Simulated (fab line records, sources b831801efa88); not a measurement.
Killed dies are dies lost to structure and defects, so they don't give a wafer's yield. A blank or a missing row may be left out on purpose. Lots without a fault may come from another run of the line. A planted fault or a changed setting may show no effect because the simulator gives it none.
A struck lot beside a sound one | flow gf180mcu | 14 steps out of a route of 602
Sound: wafers L296.2, L296.4, L296.6. Struck: wafers L303.2, L303.3, L303.5. The cause comes at the end.
At each step with rows: each side's tool, then ch and its chambers, then its first start. Under that, the readings that differ: sound wafers | struck wafers | difference of the means | sigmas: that difference in standard deviations of wafers without a fault.
alike: readings whose means differ by less than 2 such deviations, and words and numbers that are the same on both sides. not compared: withheld readings, readings that some wafer has no value for, bounds like >300 that may hide the same value, and numbers for which the record gives no deviation and whose values overlap.
The two part at a step that has a row with sigmas, a row that says differs or no value, or rows on one side only. Numbers that don't overlap but have no deviation are shown without sigmas and don't part them. A reading that every wafer of one side lacks parts them only if that side has two wafers or more.

GF_M2_SPUTTER_00: material Ti, target thk 37.5 nm, time 150 s.
  sound on pvd_sputter-02, day 19 18:39; struck on pvd_sputter-02, day 22 08:24
  alike: throttle_valve_pct
GF_M2_SPUTTER_01: material TiN, target thk 30 nm, time 25 s.
  sound on pvd_sputter-02, day 19 18:45; struck on pvd_sputter-02, day 22 08:30
  alike: throttle_valve_pct
GF_M2_SPUTTER_02: material AlCu, target thk 450 nm, time 23.9 s.
  sound on pvd_sputter-02, day 19 18:47; struck on pvd_sputter-02, day 22 08:32
  alike: throttle_valve_pct
GF_M2_SPUTTER_03: material Ti, target thk 10 nm, time 6.7 s.
  sound on pvd_sputter-02, day 19 18:49; struck on pvd_sputter-02, day 22 08:34
  alike: throttle_valve_pct
GF_M2_SPUTTER_04: material TiN, target thk 50 nm, time 41.7 s.
  sound on pvd_sputter-02, day 19 18:50; struck on pvd_sputter-02, day 22 08:35
  alike: throttle_valve_pct
GF_M2_RS_MEAS_05: measures by four-point-probe.
  sound on film_metro-04, day 19 18:53; struck on film_metro-03, day 22 08:38
  alike: M2_ALCU_RS
GF_M2_THK_MEAS_06: measures by xrf.
  sound on film_metro-04, day 19 19:00; struck on film_metro-03, day 22 08:45
  alike: M2_ALCU_THK
then, 5 steps without rows for these wafers: GF_M2_DEHYDRATE_07 (time 60 s); GF_M2_HMDS_08 (prime time 60 s); GF_M2_COAT_09 (resist thk 1000 nm); GF_M2_SOFTBAKE_10 (time 60 s); GF_M2_EXPOSE_11 (exposes mask Metal2, target cd 280 nm).
GF_M2_PEB_12: peb time 90 s.
  sound on litho_track-04 ch 0, day 20 18:28; struck on litho_track-02, day 23 07:31
  no value came back on the struck wafers for chill_plate_temp_C (C), exhaust_pa (Pa); on the sound wafers chill_plate_temp_C (C) reads 22.96 23.02 22.90
then, 1 step without rows for these wafers: GF_M2_DEVELOP_13 (develop time 60 s).

WHERE THEY PART
Only at GF_M2_PEB_12, within this record.

WHY: what the simulator had put in
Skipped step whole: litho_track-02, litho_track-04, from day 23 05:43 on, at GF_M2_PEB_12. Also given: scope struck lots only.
